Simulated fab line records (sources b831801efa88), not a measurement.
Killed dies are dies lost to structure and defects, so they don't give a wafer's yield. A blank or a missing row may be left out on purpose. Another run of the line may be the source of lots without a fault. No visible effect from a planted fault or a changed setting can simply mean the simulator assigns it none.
The tool behind it: which one?    flow sky130    42 wafers from 14 lots sampled at 3 of the route's 708 steps

== WHAT THE GAUGES READ, wafer by wafer ==
SKY_VIA1_OVL_MEAS_13.
lot   measured      on          VIA1_OVL (nm)
L884  day 34 09:05  overlay-01  3 0 9
L890  day 36 08:31  overlay-01  - - -
L891  day 37 03:53  overlay-01  - - -
L895  day 38 05:32  overlay-02  10 6 5
L896  day 38 08:17  overlay-01  3 7 2
L897  day 38 12:49  overlay-01  -3 -2 -3
L898  day 38 16:02  overlay-02  -5 -4 -1
L899  day 39 07:16  overlay-01  -3 5 3
L900  day 39 07:36  overlay-01  0 -4 0
L901  day 40 01:37  overlay-01  3 1 4
L903  day 40 07:46  overlay-01  -9 -1 -3
L904  day 41 02:02  overlay-01  0 -2 4
L905  day 41 08:43  overlay-02  -6 0 -3
L906  day 41 17:23  overlay-02  2 -1 -2

== WHAT TOOL EACH LOT RAN ON (gives the tool, then ch and the chambers of the sampled wafers, and finally the start) ==
lot   SKY_METAL1_SPUTTER_04         SKY_VIA1_EXPOSE_09
L884  pvd_sputter-04, day 32 01:59  krf_scanner-01 ch 0, day 33 20:13
L890  pvd_sputter-03, day 34 01:31  krf_scanner-02, day 35 18:46
L891  pvd_sputter-01, day 34 21:06  krf_scanner-01, day 36 14:37
L895  pvd_sputter-04, day 35 23:53  krf_scanner-01 ch 0, day 37 16:17
L896  pvd_sputter-03, day 36 02:03  krf_scanner-01 ch 0, day 37 19:02
L897  pvd_sputter-01, day 36 07:47  krf_scanner-02 ch 0, day 38 00:07
L898  pvd_sputter-01, day 36 10:38  krf_scanner-01 ch 0, day 38 03:38
L899  pvd_sputter-04, day 37 03:01  krf_scanner-01 ch 0, day 38 18:40
L900  pvd_sputter-03, day 37 03:22  krf_scanner-01 ch 0, day 38 18:51
L901  pvd_sputter-03, day 37 20:33  krf_scanner-01 ch 0, day 39 13:23
L903  pvd_sputter-03, day 38 03:11  krf_scanner-02 ch 0, day 39 19:07
L904  pvd_sputter-01, day 38 21:59  krf_scanner-02 ch 0, day 40 14:35
L905  pvd_sputter-01, day 39 05:45  krf_scanner-01 ch 0, day 40 21:14
L906  pvd_sputter-04, day 39 13:47  krf_scanner-01 ch 0, day 41 04:28
- SKY_METAL1_SPUTTER_04: material TiN, target thk 70 nm, time 58.3 s.
- SKY_VIA1_EXPOSE_09: exposes mask VIM, target cd 150 nm.

== WHAT THE TOOLS THEMSELVES READ (means of the sampled wafers that have a number; where no wafer has one, the mark that the record gives instead) ==
SKY_METAL1_SPUTTER_04.
lot   tool            throttle_valve_pct (%)
L884  pvd_sputter-04  29.7
L890  pvd_sputter-03  30.4
L891  pvd_sputter-01  30.2
L895  pvd_sputter-04  29.9
L896  pvd_sputter-03  29.3
L897  pvd_sputter-01  29.9
L898  pvd_sputter-01  30.0
L899  pvd_sputter-04  29.5
L900  pvd_sputter-03  30.1
L901  pvd_sputter-03  30.5
L903  pvd_sputter-03  29.8
L904  pvd_sputter-01  29.5
L905  pvd_sputter-01  30.2
L906  pvd_sputter-04  29.6

SKY_VIA1_EXPOSE_09.
lot   tool            exposure_dose_mJ_cm2  focus_offset_nm (nm)
L884  krf_scanner-01  38.00                 -0.4
L890  krf_scanner-02  -                     -
L891  krf_scanner-01  -                     -
L895  krf_scanner-01  37.97                 -0.5
L896  krf_scanner-01  38.00                 -0.3
L897  krf_scanner-02  38.00                 -0.1
L898  krf_scanner-01  38.06                 -0.5
L899  krf_scanner-01  37.98                 -0.2
L900  krf_scanner-01  38.00                 0.6
L901  krf_scanner-01  38.03                 -0.3
L903  krf_scanner-02  37.96                 -0.6
L904  krf_scanner-02  37.95                 0.7
L905  krf_scanner-01  38.02                 -1.2
L906  krf_scanner-01  37.98                 -0.0

== THE ANSWER, worked out from the rows above alone ==
Rule: what is usual is taken from the lots themselves. Put in order of their means at a reading, lots are off if they are a third of the lots or fewer, leave a main group of 4 or more, and stand apart from it by a gap of 3 or more times the standard deviation of the main group's means; of several such gaps the widest counts. Not used: any main group whose means are identical at the precision the tables above print for the reading. A lot without any number at a reading at which 4 lots or more have one is off too. Any other lot the step has rows for is counted as sound. First the gauges in route order, then the tools' own readings, where a lot's mean is used as printed above. At the first step where some lot is off, the reading lying furthest off is the one used; lots without a number count as furthest.
Off: L890, L891, seen at SKY_VIA1_OVL_MEAS_13 (VIA1_OVL). Without a number there: L890, L891. The main group has a mean of 0 nm with a standard deviation of 3.4.
A tool fits if, at a process step before that reading, it ran every lot that is off, and no sound lot after the first of them. The gauges at SKY_VIA1_OVL_MEAS_13 aren't tried: what is off there is off at SKY_VIA1_EXPOSE_09 too, on other tools, and a gauge's error can't cause that. No candidate that was tried fits.

== WHAT THE SIMULATOR PUT IN ==
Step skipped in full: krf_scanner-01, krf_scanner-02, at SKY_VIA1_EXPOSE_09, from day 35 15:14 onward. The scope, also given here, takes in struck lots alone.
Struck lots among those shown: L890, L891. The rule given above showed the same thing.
